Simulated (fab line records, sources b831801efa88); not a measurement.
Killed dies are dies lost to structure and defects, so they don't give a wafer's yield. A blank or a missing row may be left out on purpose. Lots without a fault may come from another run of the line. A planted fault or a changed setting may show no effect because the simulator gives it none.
Chamber matching | flow gf180mcu | GF_CONTACT_CMP_04 on cmp-02: 4 sister chambers
The step polishes SiO2. 16 wafers are shown with their chamber, then 8 later ones without.

WAFERS WITH THEIR CHAMBER
wafer  | chamber | motor_current_A (A) | retaining_ring_pressure_frac | time_to_endpoint_s (s)
L080.2 | 3       | 10.1                | 1.002                        | 101
L080.3 | 0       | 16.9                | 0.995                        | 107
L080.6 | 2       | 10.9                | 1.003                        | 115
L082.1 | 2       | 11.4                | 1.006                        | 111
L082.4 | 1       | 15.0                | 1.007                        | 117
L082.6 | 0       | 16.4                | 0.998                        | 113
L083.4 | 2       | 11.0                | 1.000                        | 119
L083.5 | 1       | 14.4                | 1.000                        | 121
L083.6 | 0       | 15.2                | 0.999                        | 114
L085.3 | 1       | 14.6                | 1.004                        | 118
L085.4 | 0       | 15.6                | 0.992                        | 118
L085.5 | 3       | 10.7                | 1.010                        | 113
L088.4 | 2       | 11.7                | 1.006                        | 113
L088.5 | 2       | 10.8                | 1.002                        | 117
L088.6 | 1       | 13.9                | 0.995                        | 107
L093.4 | 1       | 14.5                | 1.000                        | 126

SIGNATURES (means of the wafers above)
reading                      | chamber 0 | chamber 1 | chamber 2 | chamber 3 | scatter within a chamber
motor_current_A              | 16.025    | 14.480    | 11.160    | 10.400    | 0.512
retaining_ring_pressure_frac | 0.99600   | 1.00120   | 1.00340   | 1.00600   | 0.00379
time_to_endpoint_s           | 113.00    | 117.80    | 115.00    | 107.00    | 5.54
Rule: a wafer's distance from a chamber is the root of the sum, over the readings, of the square of ((its reading less the chamber's mean) divided by the reading's scatter). The wafer belongs to the nearest chamber; if the next one is less than 2 further off, it can't be placed. The scatter: the root of (the sum of the squares of (reading less its chamber's mean) over the shown wafers, divided by (wafers less chambers)).

WAFERS WITHOUT THEIR CHAMBER
wafer  | motor_current_A (A) | retaining_ring_pressure_frac | time_to_endpoint_s (s)
L093.5 | 10.5                | 1.005                        | 121
L093.6 | 10.6                | 1.006                        | 118
L094.1 | 14.4                | 1.000                        | 122
L094.5 | 11.5                | 0.995                        | 116
L094.6 | 13.8                | 1.002                        | 124
L095.1 | 16.6                | 0.997                        | 120
L095.2 | 11.0                | 1.003                        | 123
L095.3 | 14.2                | 0.995                        | 118

WHICH CHAMBER EACH WENT THROUGH
wafer  | from the rows above     | in truth
L093.5 | can't be placed: 2 or 3 | 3
L093.6 | can't be placed: 2 or 3 | 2
L094.1 | 1                       | 1
L094.5 | can't be placed: 2 or 3 | 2
L094.6 | 1                       | 1
L095.1 | 0                       | 0
L095.2 | can't be placed: 2 or 3 | 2
L095.3 | can't be placed: 1 or 0 | 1
Placed correctly: 3 of 8. Can't be placed from these rows: 5 (the true chamber is among the candidates in 5). Placed wrongly: 0.
